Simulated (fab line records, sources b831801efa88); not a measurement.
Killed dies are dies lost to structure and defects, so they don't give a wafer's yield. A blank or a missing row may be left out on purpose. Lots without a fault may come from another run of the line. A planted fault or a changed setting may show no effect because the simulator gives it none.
fab line records | flow sfq_line | part 1 of 2: steps 1 to 27 of 38
record lots=5 wafers=15 last_day=79
route steps=325 shown M0@33 I0@43 M1@58
lots that met no fault: from a run of the same line without faults
start_h: hours from the record's first day to the start of the lot's first wafer shown | wait_h: hours since the lot's step before | " the same as in the row above | L1.1+2: a row that stands for several wafers | - no value, or no start given | * or withheld: withheld | < > ~ a bound
route shown NAME@n: a module of which the file shows steps, and the number in the route of the first | usual: mean/standard deviation of fault-free wafers | same: alike in all rows | chamber/n: place in a boat | sites: the reading at each site | _std_site: their standard deviation | _edge_site: outer sites' mean less inner sites' | radius_mm: how far each site lies from the wafer's centre | mask NAME#n: copy n | behind: the tool/chamber that last shaped the wafer | hold: why the lot was held/for how many hours/how that ended | device: the transistor (n, p or np) that didn't switch | end of line: the same wafers' tests at the end of the route | a step without rows: its recipe alone | killed: dies lost to structure and defects at the first sort, not the wafer's yield | map: a wafer's dies, x killed, . not, _ none there
set.NAME: the setting as run; set.NAME@STEP: as run at that earlier step | model.NAME: the simulator's own value behind a step, which no gauge read
lots at some steps of the route; a table a step, a row a wafer
services: from which hour (start_h, from the record's first day; less than 0 if before it) a tool's chamber was out of use, for how many hours, and why
## steps
# step SFQ_TRILAYER_M0_LITHO_COAT_021
# recipe resist=KrF spin_rpm=3000 resist_thk_nm=600
# columns lot.wafer tool chamber start_h wait_h
L074.1+4+5 litho_track-01 0 162.69 0.2
L078.2+5+6 litho_track-03 0 200.28 0.2
L083.3+4+6 litho_track-03 0 242.34 0.2
L084.3+5+6 litho_track-03 0 246.11 0.2
L091.3+4+6 litho_track-01 0 284.83 0.2
# step SFQ_TRILAYER_M0_LITHO_SOFTBAKE_025
# recipe temp_c=withheld time_s=withheld resist=KrF
# columns lot.wafer tool chamber start_h wait_h
L074.1+4+5 litho_track-01 0 162.99 0.2
L078.2+5+6 litho_track-03 0 200.56 0.2
L083.3+4+6 litho_track-03 0 242.59 0.2
L084.3+5+6 litho_track-03 0 246.36 0.2
L091.3+4+6 litho_track-01 0 285.08 0.2
# step SFQ_TRILAYER_M0_LITHO_EXPOSE_022
# recipe mask_id=M0 na=0.6 source_shape=conventional sigma_outer=0.65 target_cd_nm=500 dose_mj=14.4
# usual focus_offset_nm=0.0/0.54
# same sigma_outer=0.65
# columns lot.wafer tool chamber start_h wait_h mask focus_offset_nm
L074.1 krf_scanner-02 0 264.45 - M0#0 -0.9
L074.4 " 0 " " M0#0 0.5
L074.5 " 0 " " M0#0 0.3
L078.2 krf_scanner-02 0 314.73 - M0#0 -1.2
L078.5 " 0 " " M0#0 -0.4
L078.6 " 0 " " M0#0 -0.7
L083.3 krf_scanner-01 0 363.05 - M0#0 -0.7
L083.4 " 0 " " M0#0 -0.5
L083.6 " 0 " " M0#0 0.1
L084.3 krf_scanner-01 0 366.65 - M0#0 0.0
L084.5 " 0 " " M0#0 0.8
L084.6 " 0 " " M0#0 0.3
L091.3 krf_scanner-01 0 414.02 - M0#0 -0.6
L091.4 " 0 " " M0#0 0.2
L091.6 " 0 " " M0#0 -0.4
# step SFQ_TRILAYER_M0_LITHO_PEB_024
# recipe peb_temp_c=115 peb_time_s=60 resist=KrF
# columns lot.wafer tool chamber start_h wait_h
L074.1+4+5 litho_track-03 0 265.65 1.0
L078.2+5+6 litho_track-03 0 315.75 0.8
L083.3+4+6 litho_track-03 0 363.90 0.7
L084.3+5+6 litho_track-01 0 367.50 0.7
L091.3+4+6 litho_track-01 0 414.87 0.7
# step SFQ_TRILAYER_M0_LITHO_DEVELOP_023
# recipe time_s=60 resist=KrF
# columns lot.wafer tool chamber start_h wait_h
L074.1+4+5 litho_track-03 0 265.80 0.1
L078.2+5+6 litho_track-03 0 315.90 0.1
L083.3+4+6 litho_track-03 0 364.05 0.1
L084.3+5+6 litho_track-01 0 367.65 0.1
L091.3+4+6 litho_track-01 0 415.02 0.1
# step SFQ_M0_OVL_MEAS_906
# usual M0_OVL=-3/4.8
# columns lot.wafer tool chamber start_h wait_h M0_OVL[nm]
L074.1 overlay-01 - 265.95 0.1 -8
L074.4 " - " " -4
L074.5 " - " " -4
L078.2 overlay-01 - 316.03 0.1 -5
L078.5 " - " " -3
L078.6 " - " " -1
L083.3 overlay-01 - 364.16 0.1 2
L083.4 " - " " 0
L083.6 " - " " -2
L084.3 overlay-02 - 367.76 0.1 -8
L084.5 " - " " -6
L084.6 " - " " -3
L091.3 overlay-01 - 415.13 0.1 -2
L091.4 " - " " 4
L091.6 " - " " -2
# step SFQ_TRILAYER_M0_BARC_OPEN_METAL_ETCH_031
# recipe mask_material=PR chemistry=O2 target_depth_nm=125 target=BARC icp_w=600 bias_w=80 pressure_mtorr=10 time_s=41.7
# usual drypump_motor_current_A=5.7/0.62 oes_product_au=0.684/0.0045
# columns lot.wafer tool chamber start_h wait_h drypump_motor_current_A oes_product_au rf_hours_counter_h
L074.1 rie_metal-04 0 265.99 0.0 5.6 0.690 146
L074.4 " 0 " " 5.7 0.686 -
L074.5 " 0 " " 5.7 0.687 -
L078.2 rie_metal-04 0 316.06 0.0 5.7 0.685 156
L078.5 " 0 " " 5.6 0.683 -
L078.6 " 1 " " 4.7 0.677 -
L083.3 rie_metal-04 1 364.21 0.0 4.7 0.678 -
L083.4 " 0 " " 5.6 0.688 -
L083.6 " 0 " " 5.6 0.682 -
L084.3 rie_metal-02 0 367.81 0.0 6.5 0.686 -
L084.5 " 1 " " 6.3 0.689 -
L084.6 " 0 " " 6.5 0.680 -
L091.3 rie_metal-04 1 415.18 0.0 4.8 0.693 -
L091.4 " 0 " " 5.6 0.683 -
L091.6 " 1 " " 4.8 0.682 -
# step SFQ_TRILAYER_M0_ETCH_METAL_ETCH_024
# recipe target=Nb stop_on=SiO2 mask_material=PR chemistry=Cl2/Ar target_depth_nm=240 icp_w=600 bias_w=80 pressure_mtorr=10 time_s=120
# usual drypump_motor_current_A=5.7/0.62 oes_product_au=0.896/0.0072
# columns lot.wafer tool chamber start_h wait_h drypump_motor_current_A oes_product_au rf_hours_counter_h
L074.1 rie_metal-04 0 266.05 0.0 5.7 0.900 147
L074.4 " 0 " " 5.6 0.897 -
L074.5 " 0 " " 5.6 0.887 -
L078.2 rie_metal-04 0 316.12 0.0 5.7 0.890 156
L078.5 " 0 " " 5.7 0.900 -
L078.6 " 1 " " 4.7 0.886 -
L083.3 rie_metal-04 1 364.29 0.1 4.7 0.900 -
L083.4 " 0 " " 5.6 0.902 -
L083.6 " 0 " " 5.6 0.899 -
L084.3 rie_metal-02 0 367.89 0.1 6.5 0.892 -
L084.5 " 1 " " 6.3 0.898 -
L084.6 " 0 " " 6.5 0.898 -
L091.3 rie_metal-04 1 415.26 0.1 4.8 0.898 -
L091.4 " 0 " " 5.6 0.900 -
L091.6 " 1 " " 4.7 0.906 -
# step SFQ_TRILAYER_M0_STRIP_STRIP_025
# recipe gas=O2 power_w=200 platen_temp_c=40 overash_fraction=0.65 chemistry=O2 pressure_mtorr=50
# usual drypump_motor_current_A=5.7/0.62 oes_product_au=0.999/0.0086 platen_temp_c=40.00/0.11
# columns lot.wafer tool chamber start_h wait_h drypump_motor_current_A oes_product_au platen_temp_c rf_hours_counter_h
L074.1 rie_metal-04 0 266.17 0.1 5.6 0.993 39.86 147
L074.4 " 0 " " 5.7 0.999 39.94 -
L074.5 " 0 " " 5.6 1.001 40.13 -
L078.2 rie_metal-04 0 316.25 0.1 5.6 0.990 40.02 156
L078.5 " 0 " " 5.7 0.999 40.01 -
L078.6 " 1 " " 4.8 1.006 40.08 -
L083.3 rie_metal-04 1 364.57 0.2 4.8 1.002 39.98 -
L083.4 " 0 " " 5.6 1.004 39.97 -
L083.6 " 0 " " 5.7 1.007 40.00 -
L084.3 rie_metal-02 0 368.17 0.2 6.6 1.001 39.87 -
L084.5 " 1 " " 6.3 0.999 40.10 -
L084.6 " 0 " " 6.5 1.006 39.96 -
L091.3 rie_metal-04 1 415.54 0.2 4.8 0.996 40.11 -
L091.4 " 0 " " 5.7 0.988 40.08 -
L091.6 " 1 " " 4.8 0.995 40.12 -
# step SFQ_TRILAYER_M0_STRIP_SOLV_CLEAN_026
# recipe chemistry=NMP temp_c=70 time_s=600
# usual bath_guard_temp_C=69.9/0.56
# columns lot.wafer tool chamber start_h wait_h bath_guard_temp_C
L074.1 wet_bench-03 5 266.77 0.4 70.5
L074.4 " 7 " " 70.9
L074.5 " 1 " " 69.4
L078.2 wet_bench-02 1 316.85 0.4 69.2
L078.5 " 6 " " 69.9
L078.6 " 5 " " 69.8
L083.3 wet_bench-02 1 364.97 0.2 69.7
L083.4 " 7 " " 69.7
L083.6 " 2 " " 70.6
L084.3 wet_bench-04 3 368.57 0.2 69.6
L084.5 " 6 " " 69.7
L084.6 " 4 " " 69.7
L091.3 wet_bench-02 0 415.94 0.2 69.7
L091.4 " 2 " " 70.6
L091.6 " 7 " " 69.8
# step SFQ_TRILAYER_I0_DEP_PECVD_027
# recipe material=SiO2 temp_c=150 time_s=111.11 pressure_torr=2.4 rf_w=183.3 precursor=SiH4/N2O target_thk_nm=500
# usual heater_power_w=74/14 throttle_valve_pct=24.5/1.4
# columns lot.wafer tool chamber start_h wait_h heater_power_w since_wet_clean_h throttle_valve_pct
L074.1 pecvd-01 0 266.95 0.0 95 1181 25.7
L074.4 " 1 " " 105 - 25.3
L074.5 " 2 " " 74 - 26.7
L078.2 pecvd-02 0 317.02 0.0 65 109 24.1
L078.5 " 1 " " 63 - 22.4
L078.6 " 2 " " 68 - 23.2
L083.3 pecvd-02 0 365.15 0.0 57 157 23.8
L083.4 " 0 " " 59 - 23.8
L083.6 " 1 " " 69 - 22.5
L084.3 pecvd-03 2 368.75 0.0 49 914 22.2
L084.5 " 2 " " 52 - 22.7
L084.6 " 1 " " 71 - 25.3
L091.3 pecvd-01 0 416.12 0.0 93 1330 25.7
L091.4 " 1 " " 97 - 25.2
L091.6 " 2 " " 84 - 26.8
# step SFQ_TRILAYER_I0_CMP_CMP_028
# recipe material=SiO2 down_force_psi=3 platen_rpm=60 pad_velocity_m_s=0.94248
# usual motor_current_A=10.3/0.9 time_to_endpoint_s=218/8.4
# columns lot.wafer tool chamber start_h wait_h motor_current_A time_to_endpoint_s
L074.1 cmp-01 3 272.47 5.5 9.4 212
L074.4 " 0 " " 10.0 208
L074.5 " 0 274.97 7.9 10.2 210
L078.2 cmp-02 2 321.53 4.5 11.3 210
L078.6 " 2 323.53 6.4 11.0 213
L078.5 " 3 " " 9.7 224
L083.3 cmp-02 2 365.23 0.0 11.8 208
L083.4 " 0 366.23 1.0 11.1 225
L083.6 " 3 367.73 2.5 11.0 208
L084.3 cmp-01 2 369.33 0.5 10.7 233
L084.6 " 1 370.83 2.0 9.0 228
L084.5 " 2 " " 11.2 229
L091.3 cmp-01 3 416.70 0.5 9.4 229
L091.4 " 1 417.70 1.5 8.7 222
L091.6 " 3 418.70 2.5 9.2 233
# step SFQ_I0_BOW_MEAS_907
# recipe mode=bow
# usual I0_BOW=1/7.5
# columns lot.wafer tool chamber start_h wait_h I0_BOW[um]
L074.1 film_metro-03 - 275.47 2.5 -11
L074.4 " - " " 10
L074.5 " - " " -4
L078.2 film_metro-04 - 324.55 2.5 -6
L078.5 " - " " -10
L078.6 " - " " 5
L083.3 film_metro-02 - 368.27 2.5 -6
L083.4 " - " " 9
L083.6 " - " " -1
L084.3 film_metro-03 - 371.87 2.0 9
L084.5 " - " " 3
L084.6 " - " " 2
L091.3 film_metro-02 - 419.24 2.0 5
L091.4 " - " " 12
L091.6 " - " " -1
# step SFQ_TRILAYER_I0_METRO_MEASURE_029
# usual thk_nm=200.3/1.1
# columns lot.wafer tool chamber start_h wait_h thk_nm
L074.1 film_metro-03 - 275.59 0.1 200.3
L074.4 " - " " 198.3
L074.5 " - " " 198.0
L078.2 film_metro-04 - 324.85 0.3 199.7
L078.5 " - " " 200.8
L078.6 " - " " 200.8
L083.3 film_metro-02 - 368.75 0.5 200.1
L083.4 " - " " 200.9
L083.6 " - " " 200.1
L084.3 film_metro-03 - 372.35 0.5 201.3
L084.5 " - " " 201.8
L084.6 " - " " 201.4
L091.3 film_metro-02 - 419.72 0.5 201.6
L091.4 " - " " 200.7
L091.6 " - " " 202.8
# step SFQ_TRILAYER_I0_VIA_LITHO_COAT_036
# recipe resist=BARC spin_rpm=3000 resist_thk_nm=62
# columns lot.wafer tool chamber start_h wait_h
L074.1+4+5 litho_track-01 0 276.79 1.0
L078.2+5+6 litho_track-01 0 325.90 0.8
L083.3+4+6 litho_track-01 0 369.65 0.7
L084.3+5+6 litho_track-04 0 373.25 0.7
L091.3+4+6 litho_track-01 0 420.62 0.7
# step SFQ_TRILAYER_I0_VIA_LITHO_COAT_031
# recipe resist=KrF spin_rpm=3000 resist_thk_nm=650
# columns lot.wafer tool chamber start_h wait_h
L074.1+4+5 litho_track-01 0 277.09 0.2
L078.2+5+6 litho_track-01 0 326.20 0.2
L083.3+4+6 litho_track-01 0 369.95 0.2
L084.3+5+6 litho_track-04 0 373.55 0.2
L091.3+4+6 litho_track-01 0 420.92 0.2
# step SFQ_TRILAYER_I0_VIA_LITHO_SOFTBAKE_035
# recipe temp_c=withheld time_s=withheld resist=KrF
# columns lot.wafer tool chamber start_h wait_h
L074.1+4+5 litho_track-01 0 277.39 0.2
L078.2+5+6 litho_track-01 0 326.47 0.2
L083.3+4+6 litho_track-01 0 370.20 0.2
L084.3+5+6 litho_track-04 0 373.80 0.2
L091.3+4+6 litho_track-01 0 421.17 0.2
# step SFQ_TRILAYER_I0_VIA_LITHO_EXPOSE_032
# recipe mask_id=I0 na=0.6 source_shape=conventional sigma_outer=0.65 target_cd_nm=500 dose_mj=21.3
# usual focus_offset_nm=-0.1/0.57
# same sigma_outer=0.65
# columns lot.wafer tool chamber start_h wait_h mask focus_offset_nm
L074.1 krf_scanner-02 0 289.33 - I0#0 0.3
L074.4 " 0 " " I0#0 0.0
L074.5 " 0 " " I0#0 0.0
L078.2 krf_scanner-02 0 337.06 - I0#0 0.0
L078.5 " 0 " " I0#0 0.3
L078.6 " 0 " " I0#0 -0.3
L083.3 krf_scanner-02 0 370.70 - I0#0 1.4
L083.4 " 0 " " I0#0 0.3
L083.6 " 0 " " I0#0 0.4
L084.3 krf_scanner-01 0 528.45 - I0#0 -0.6
L084.5 " 0 " " I0#0 -0.6
L084.6 " 0 " " I0#0 -0.7
L091.3 krf_scanner-02 0 584.97 - I0#0 0.1
L091.4 " 0 " " I0#0 0.7
L091.6 " 0 " " I0#0 -0.2
# step SFQ_TRILAYER_I0_VIA_LITHO_PEB_034
# recipe peb_temp_c=115 peb_time_s=60 resist=KrF
# columns lot.wafer tool chamber start_h wait_h
L074.1+4+5 litho_track-01 0 290.53 1.0
L078.2+5+6 litho_track-01 0 338.08 0.8
L083.3+4+6 litho_track-01 0 371.55 0.7
L084.3+5+6 litho_track-03 0 529.30 0.7
L091.3+4+6 litho_track-01 0 585.82 0.7
# step SFQ_TRILAYER_I0_VIA_LITHO_DEVELOP_033
# recipe time_s=60 resist=KrF
# columns lot.wafer tool chamber start_h wait_h
L074.1+4+5 litho_track-01 0 290.68 0.1
L078.2+5+6 litho_track-01 0 338.23 0.1
L083.3+4+6 litho_track-01 0 371.70 0.1
L084.3+5+6 litho_track-03 0 529.45 0.1
L091.3+4+6 litho_track-01 0 585.97 0.1
# step SFQ_I0_OVL_MEAS_908
# usual I0_OVL=2/6.3
# columns lot.wafer tool chamber start_h wait_h I0_OVL[nm]
L074.1 overlay-02 - 290.83 0.1 -2
L074.4 " - " " -2
L074.5 " - " " 1
L078.2 overlay-02 - 338.36 0.1 3
L078.5 " - " " 3
L078.6 " - " " 4
L083.3 overlay-01 - 371.81 0.1 17
L083.4 " - " " 13
L083.6 " - " " 9
L084.3 overlay-02 - 529.56 0.1 9
L084.5 " - " " 11
L084.6 " - " " 6
L091.3 overlay-02 - 586.09 0.1 -6
L091.4 " - " " -3
L091.6 " - " " -7
# step SFQ_TRILAYER_I0_VIA_BARC_OPEN_VIA_ETCH_046
# recipe mask_material=PR chemistry=O2 target_depth_nm=125 target=BARC source_w=500 bias_w=80 pressure_mtorr=30 time_s=41.7
# usual drypump_motor_current_A=5.8/0.43 oes_product_au=0.685/0.0044
# columns lot.wafer tool chamber start_h wait_h drypump_motor_current_A oes_product_au rf_hours_counter_h
L074.1 rie_diel-03 1 290.86 0.0 5.9 0.693 7
L074.4 " 2 " " 5.2 0.686 2
L074.5 " 1 " " 6.0 0.690 -
L078.2 rie_diel-03 2 338.39 0.0 5.1 0.686 2
L078.5 " 1 " " 5.9 0.686 -
L078.6 " 0 " " 5.8 0.686 -
L083.3 rie_diel-01 1 371.83 0.0 6.1 0.682 15
L083.4 " 2 " " 5.7 0.687 30
L083.6 " 0 " " 6.6 0.684 -
L084.3 rie_diel-03 2 529.59 0.0 5.2 0.688 4
L084.5 " 1 " " 6.0 0.688 -
L084.6 " 0 " " 5.8 0.682 -
L091.3 rie_diel-01 1 586.11 0.0 6.2 0.688 17
L091.4 " 2 " " 5.6 0.682 33
L091.6 " 0 " " 6.6 0.687 -
# step SFQ_TRILAYER_I0_VIA_ETCH_VIA_ETCH_034
# recipe target=SiO2 stop_on=Nb mask_material=PR taper_deg=20 chemistry=CHF3 target_depth_nm=260 source_w=500 bias_w=80 pressure_mtorr=30 time_s=withheld
# usual drypump_motor_current_A=5.8/0.43 oes_product_au=0.855/0.0052
# columns lot.wafer tool chamber start_h wait_h drypump_motor_current_A oes_product_au
L074.1 rie_diel-03 1 290.90 0.0 5.9 0.852
L074.4 " 2 " " 5.2 0.848
L074.5 " 1 " " 5.9 0.850
L078.2 rie_diel-03 2 338.43 0.0 5.1 0.853
L078.5 " 1 " " 6.0 0.852
L078.6 " 0 " " 5.8 0.859
L083.3 rie_diel-01 1 371.87 0.0 6.2 0.862
L083.4 " 2 " " 5.6 0.855
L083.6 " 0 " " 6.6 0.856
L084.3 rie_diel-03 2 529.63 0.0 5.2 0.859
L084.5 " 1 " " 5.9 0.855
L084.6 " 0 " " 5.8 0.861
L091.3 rie_diel-01 1 586.15 0.0 6.1 0.854
L091.4 " 2 " " 5.6 0.863
L091.6 " 0 " " 6.6 0.864
# step SFQ_TRILAYER_I0_VIA_STRIP_STRIP_035
# recipe gas=O2 power_w=200 platen_temp_c=40 overash_fraction=0.65 chemistry=O2 pressure_mtorr=50
# usual drypump_motor_current_A=6.0/0.45 oes_product_au=1.002/0.01 platen_temp_c=39.99/0.11
# columns lot.wafer tool chamber start_h wait_h drypump_motor_current_A oes_product_au platen_temp_c rf_hours_counter_h
L074.1 rie_metal-01 0 291.02 - 5.3 0.986 39.81 100
L074.4 " 1 " " 6.3 0.995 39.94 -
L074.5 " 0 " " 5.3 0.989 39.85 -
L078.2 rie_metal-03 0 338.55 - 5.5 1.011 40.02 3
L078.5 " 1 " " 6.1 0.984 40.17 -
L078.6 " 0 " " 5.5 1.010 40.07 -
L083.3 rie_metal-03 0 372.18 - 5.5 0.999 39.99 -
L083.4 " 1 " " 6.1 0.987 39.92 -
L083.6 " 1 " " 6.1 0.984 39.88 -
L084.3 rie_metal-03 1 529.94 - 6.1 0.994 40.10 -
L084.5 " 1 " " 6.2 0.990 40.02 -
L084.6 " 0 " " 5.5 1.007 39.99 -
L091.3 rie_metal-02 0 586.46 - 6.5 1.006 40.08 -
L091.4 " 1 " " 6.3 1.017 39.92 -
L091.6 " 1 " " 6.3 1.016 39.91 -
# step SFQ_TRILAYER_I0_VIA_STRIP_SOLV_CLEAN_036
# recipe chemistry=NMP temp_c=70 time_s=600
# usual bath_guard_temp_C=70.1/0.57
# columns lot.wafer tool chamber start_h wait_h bath_guard_temp_C
L074.1 wet_bench-01 7 291.62 0.4 70.8
L074.4 " 6 " " 70.5
L074.5 " 4 " " 70.0
L078.2 wet_bench-01 6 339.15 0.4 70.3
L078.5 " 1 " " 69.8
L078.6 " 0 " " 70.4
L083.3 wet_bench-03 0 372.58 0.2 70.4
L083.4 " 7 " " 70.9
L083.6 " 6 " " 70.2
L084.3 wet_bench-01 2 530.34 0.2 70.5
L084.5 " 3 " " 69.8
L084.6 " 1 " " 69.9
L091.3 wet_bench-04 2 586.86 0.2 70.3
L091.4 " 1 " " 69.6
L091.6 " 7 " " 69.9
# step SFQ_TRILAYER_M1_DEP_PRE_CLEAN_038
# recipe gas=Ar time_s=22.5 bias_v=250
# columns lot.wafer tool chamber start_h wait_h
L074.1+4+5 pvd_sputter-05 - 291.79 0.0
L078.2+5+6 pvd_sputter-03 - 339.34 0.0
L083.3+4+6 pvd_sputter-03 - 372.76 0.0
L084.3+5+6 pvd_sputter-03 - 530.51 0.0
L091.3+4+6 pvd_sputter-06 - 587.04 0.0
# step SFQ_TRILAYER_M1_DEP_SPUTTER_037
# recipe material=Nb base_pressure_pa=1.33e-06 chamber_pressure_pa=0.1333 substrate_temp_c=20 resputter_cathode_voltage_v=400 target_thk_nm=200 power_w=2000 time_s=133.3
# usual substrate_temp_c=19.99/0.1 throttle_valve_pct=29.5/0.57
# columns lot.wafer tool chamber start_h wait_h substrate_temp_c throttle_valve_pct
L074.1 pvd_sputter-05 - 291.82 0.0 20.16 29.2
L074.4 " - " " 19.93 28.8
L074.5 " - " " 19.91 28.9
L078.2 pvd_sputter-03 - 339.37 0.0 20.02 29.3
L078.5 " - " " 20.02 30.5
L078.6 " - " " 20.02 29.3
L083.3 pvd_sputter-03 - 372.79 0.0 20.01 29.6
L083.4 " - " " 20.13 29.1
L083.6 " - " " 19.95 29.0
L084.3 pvd_sputter-03 - 530.54 0.0 19.80 29.7
L084.5 " - " " 19.95 29.5
L084.6 " - " " 19.81 29.6
L091.3 pvd_sputter-06 - 587.07 0.0 20.01 30.6
L091.4 " - " " 20.06 28.8
L091.6 " - " " 20.09 29.3
